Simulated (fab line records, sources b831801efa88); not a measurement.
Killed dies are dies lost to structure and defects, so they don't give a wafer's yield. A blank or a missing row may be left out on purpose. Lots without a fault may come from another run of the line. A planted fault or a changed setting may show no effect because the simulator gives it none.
Which tool did it? | flow sky130 | 24 lots, 72 wafers sampled, at 3 steps of a route of 708

WHAT THE GAUGES READ, wafer by wafer
SKY_METAL1_THK_MEAS_06: measures by xrf. Usual: METAL1_ALCU_THK 252.5 nm, standard deviation 2.6.
lot  | measured     | on            | METAL1_ALCU_THK (nm) | flag
L074 | day 32 12:32 | film_metro-03 | 255.6 252.5 252.0    |
L076 | day 32 20:29 | film_metro-04 | 251.2 252.9 253.1    |
L075 | day 32 21:17 | film_metro-04 | 248.2 246.8 249.1    |
L077 | day 33 09:02 | film_metro-04 | 256.1 254.0 254.6    |
L078 | day 33 13:56 | film_metro-04 | 251.0 247.7 248.7    |
L079 | day 33 19:20 | film_metro-03 | 252.1 249.7 252.3    |
L080 | day 34 00:47 | film_metro-03 | 254.5 255.4 253.2    |
L081 | day 34 07:24 | film_metro-04 | 256.9 258.9 254.8    |
L082 | day 34 18:51 | film_metro-04 | 251.5 256.2 252.8    |
L083 | day 34 22:30 | film_metro-01 | 254.6 252.9 253.6    |
L084 | day 35 06:46 | film_metro-01 | 251.3 251.2 249.7    |
L085 | day 35 15:05 | film_metro-04 | 249.4 251.4 252.1    |
L086 | day 35 20:18 | film_metro-01 | 252.0 253.8 254.7    |
L087 | day 36 09:51 | film_metro-04 | 254.5 256.1 254.2    |
L088 | day 36 10:53 | film_metro-01 | 255.2 256.1 254.4    |
L089 | day 36 19:30 | film_metro-03 | 253.4 256.7 253.0    |
L090 | day 36 20:52 | film_metro-03 | 250.9 253.2 250.3    |
L091 | day 37 01:37 | film_metro-04 | 250.4 251.8 252.9    |
L092 | day 37 08:25 | film_metro-01 | 250.1 254.2 253.9    |
L093 | day 37 20:52 | film_metro-04 | 252.5 254.8 250.4    |
L094 | day 38 00:53 | film_metro-04 | 248.3 249.2 246.9    |
L095 | day 38 09:40 | film_metro-04 | 254.0 254.0 254.7    |
L096 | day 38 18:11 | film_metro-01 | 252.9 251.8 253.1    |
L097 | day 39 02:01 | film_metro-04 | 252.5 250.6 253.6    |

WHICH TOOL RAN EACH LOT (tool, then ch and the chambers of the sampled wafers, then the start)
lot  | SKY_LI_CONTACT_STRIP_16              | SKY_CONTACT_CMP_27
L074 | plasma_asher-04 ch 0,1, day 30 00:23 | cmp-02 ch 0,2,3, day 32 12:01
L076 | plasma_asher-03 ch 0,1, day 30 08:12 | cmp-01 ch 0,2,3, day 32 19:55
L075 | plasma_asher-04 ch 0,1, day 30 09:01 | cmp-01 ch 0,1,3, day 32 20:43
L077 | plasma_asher-04 ch 1, day 30 20:54   | cmp-01 ch 0,1,3, day 33 08:32
L078 | plasma_asher-02 ch 0,1, day 31 03:11 | cmp-02 ch 1,2,3, day 33 13:25
L079 | plasma_asher-02 ch 0,1, day 31 07:23 | cmp-02 ch 0,1,3, day 33 18:48
L080 | plasma_asher-03 ch 0,1, day 31 14:20 | cmp-02 ch 1,2,3, day 34 00:13
L081 | plasma_asher-02 ch 0,1, day 31 18:48 | cmp-02 ch 1,2,3, day 34 06:50
L082 | plasma_asher-02 ch 0,1, day 32 08:48 | cmp-02 ch 0,1,3, day 34 18:17
L083 | plasma_asher-04 ch 0,1, day 32 12:18 | cmp-02 ch 0,2,3, day 34 21:56
L084 | plasma_asher-04 ch 0,1, day 32 21:05 | cmp-01 ch 0,1,2, day 35 06:16
L085 | plasma_asher-03 ch 0,1, day 33 05:14 | cmp-02 ch 1,2,3, day 35 14:34
L086 | plasma_asher-03 ch 0,1, day 33 11:22 | cmp-01 ch 0,1,2, day 35 19:49
L087 | plasma_asher-03 ch 0,1, day 34 00:59 | cmp-02 ch 1,3, day 36 09:17
L088 | plasma_asher-02 ch 0,1, day 34 01:45 | cmp-02 ch 2,3, day 36 10:20
L089 | plasma_asher-02 ch 1, day 34 09:41   | cmp-02 ch 0,2, day 36 18:56
L090 | plasma_asher-02 ch 0,1, day 34 12:11 | cmp-02 ch 0,2, day 36 20:20
L091 | plasma_asher-03 ch 0,1, day 34 17:06 | cmp-01 ch 0,1,3, day 37 01:04
L092 | plasma_asher-04 ch 0,1, day 34 23:30 | cmp-02 ch 0,2,3, day 37 07:52
L093 | plasma_asher-03 ch 0,1, day 35 11:57 | cmp-01 ch 0,1,2, day 37 20:18
L094 | plasma_asher-04 ch 0,1, day 35 16:29 | cmp-02 ch 0,3, day 38 00:22
L095 | plasma_asher-02 ch 0,1, day 36 01:26 | cmp-02 ch 1,2,3, day 38 09:07
L096 | plasma_asher-02 ch 0,1, day 36 11:13 | cmp-01 ch 1,2,3, day 38 17:44
L097 | plasma_asher-03 ch 0,1, day 36 18:26 | cmp-01 ch 1,2,3, day 39 01:27
- SKY_LI_CONTACT_STRIP_16: strips in O2/N2.
- SKY_CONTACT_CMP_27: polishes, stops on SiO2, t overpolish 15 s, target thk 0 nm.

WHAT THE TOOLS THEMSELVES READ (means of the sampled wafers that have a number; where no wafer has one, the mark that the record gives instead)
SKY_LI_CONTACT_STRIP_16. Usual: chamber_pressure_mTorr 1500.0 mTorr, standard deviation 1.3; drypump_motor_current_A 5.7 A, standard deviation 0.4; o2_flow_sccm 3001 sccm, standard deviation 8.4; oes_product_au 0.376 a.u., standard deviation 0.0049; strip_time_to_endpoint_s 3.504 s, standard deviation 0.026.
lot  | tool            | chamber_pressure_mTorr (mTorr) | drypump_motor_current_A (A) | o2_flow_sccm (sccm) | oes_product_au (a.u.) | strip_time_to_endpoint_s (s) | flag
L074 | plasma_asher-04 | 1499.7                         | 5.4                         | 2996                | 0.376                 | 3.541                        |
L076 | plasma_asher-03 | 1499.2                         | 5.8                         | 3004                | 0.372                 | 3.474                        |
L075 | plasma_asher-04 | 1498.9                         | 5.4                         | 2994                | 0.375                 | 3.517                        |
L077 | plasma_asher-04 | 1500.3                         | 5.6                         | 2997                | 0.373                 | 3.513                        |
L078 | plasma_asher-02 | 1501.1                         | 6.0                         | 2999                | 0.377                 | 3.504                        |
L079 | plasma_asher-02 | 1501.1                         | 6.0                         | 3000                | 0.376                 | 3.496                        |
L080 | plasma_asher-03 | 1499.3                         | 5.9                         | 2998                | 0.377                 | 3.477                        |
L081 | plasma_asher-02 | 1500.6                         | 5.6                         | 2995                | 0.378                 | 3.492                        |
L082 | plasma_asher-02 | 1500.6                         | 6.0                         | 3008                | 0.377                 | 3.505                        |
L083 | plasma_asher-04 | 1499.9                         | 5.4                         | 2998                | 0.375                 | 3.521                        |
L084 | plasma_asher-04 | 1499.0                         | 5.4                         | 2995                | 0.381                 | 3.521                        |
L085 | plasma_asher-03 | 1499.6                         | 5.8                         | 3001                | 0.376                 | 3.516                        |
L086 | plasma_asher-03 | 1502.0                         | 5.8                         | 3005                | 0.382                 | 3.523                        |
L087 | plasma_asher-03 | 1499.6                         | 5.9                         | 3002                | 0.380                 | 3.532                        |
L088 | plasma_asher-02 | 1500.9                         | 6.0                         | 3001                | 0.375                 | 3.482                        |
L089 | plasma_asher-02 | 1499.6                         | 5.2                         | 2997                | 0.376                 | 3.470                        |
L090 | plasma_asher-02 | 1500.6                         | 5.6                         | 2999                | 0.380                 | 3.511                        |
L091 | plasma_asher-03 | 1500.7                         | 5.9                         | 3005                | 0.374                 | 3.500                        |
L092 | plasma_asher-04 | 1500.2                         | 5.5                         | 3000                | 0.372                 | 3.531                        |
L093 | plasma_asher-03 | 1498.5                         | 5.8                         | 3002                | 0.377                 | 3.488                        |
L094 | plasma_asher-04 | 1500.0                         | 5.5                         | 2995                | 0.377                 | 3.518                        |
L095 | plasma_asher-02 | 1501.1                         | 5.6                         | 3008                | 0.379                 | 3.517                        |
L096 | plasma_asher-02 | 1501.2                         | 5.6                         | 3010                | 0.376                 | 3.521                        |
L097 | plasma_asher-03 | 1500.7                         | 5.8                         | 3001                | 0.374                 | 3.466                        |

SKY_CONTACT_CMP_27. Usual: motor_current_A 10.6 A, standard deviation 1; overpolish_run_s 15.000 s, standard deviation 0.0089; time_to_endpoint_s 84 s, standard deviation 3.
lot  | tool   | motor_current_A (A) | overpolish_run_s (s) | time_to_endpoint_s (s) | flag
L074 | cmp-02 | 10.0                | 14.993               | 84                     |
L076 | cmp-01 | 11.8                | 15.006               | 79                     |
L075 | cmp-01 | 11.3                | 14.998               | 84                     |
L077 | cmp-01 | 11.5                | 14.992               | 80                     |
L078 | cmp-02 | 10.0                | 14.992               | 83                     |
L079 | cmp-02 | 10.5                | 15.001               | 87                     |
L080 | cmp-02 | 9.8                 | 15.011               | 89                     |
L081 | cmp-02 | 10.2                | 15.001               | 85                     |
L082 | cmp-02 | 10.4                | 14.991               | 86                     |
L083 | cmp-02 | 10.1                | 14.993               | 84                     |
L084 | cmp-01 | 11.7                | 15.001               | 82                     |
L085 | cmp-02 | 9.9                 | 14.997               | 86                     |
L086 | cmp-01 | 11.9                | 15.001               | 81                     |
L087 | cmp-02 | 10.3                | 15.007               | 86                     |
L088 | cmp-02 | 9.7                 | 15.000               | 87                     |
L089 | cmp-02 | 10.2                | 15.006               | 84                     |
L090 | cmp-02 | 9.6                 | 14.989               | 88                     |
L091 | cmp-01 | 10.7                | 15.007               | 83                     |
L092 | cmp-02 | 10.3                | 15.003               | 85                     |
L093 | cmp-01 | 12.0                | 15.002               | 80                     |
L094 | cmp-02 | 10.2                | 15.004               | 82                     |
L095 | cmp-02 | 9.9                 | 15.004               | 85                     |
L096 | cmp-01 | 11.7                | 15.004               | 81                     |
L097 | cmp-01 | 11.1                | 15.004               | 80                     |

THE ANSWER, worked out from the rows above alone
Rule: a lot is off if the mean of its wafers that have a number lies more than 3 standard deviations from the usual mean. A lot without any number at a reading at which 4 lots or more have one is off too. The other lots that the step has rows for count as sound. The gauges are gone through in route order, then the tools' own readings, and for those a lot's mean is taken as printed above. The first step at which some lot is off is used, and at that step the reading that is off furthest; a lot without a number counts as furthest.
No lot is off at any reading shown: from this, nothing can be told.

WHAT THE SIMULATOR HAD PUT IN
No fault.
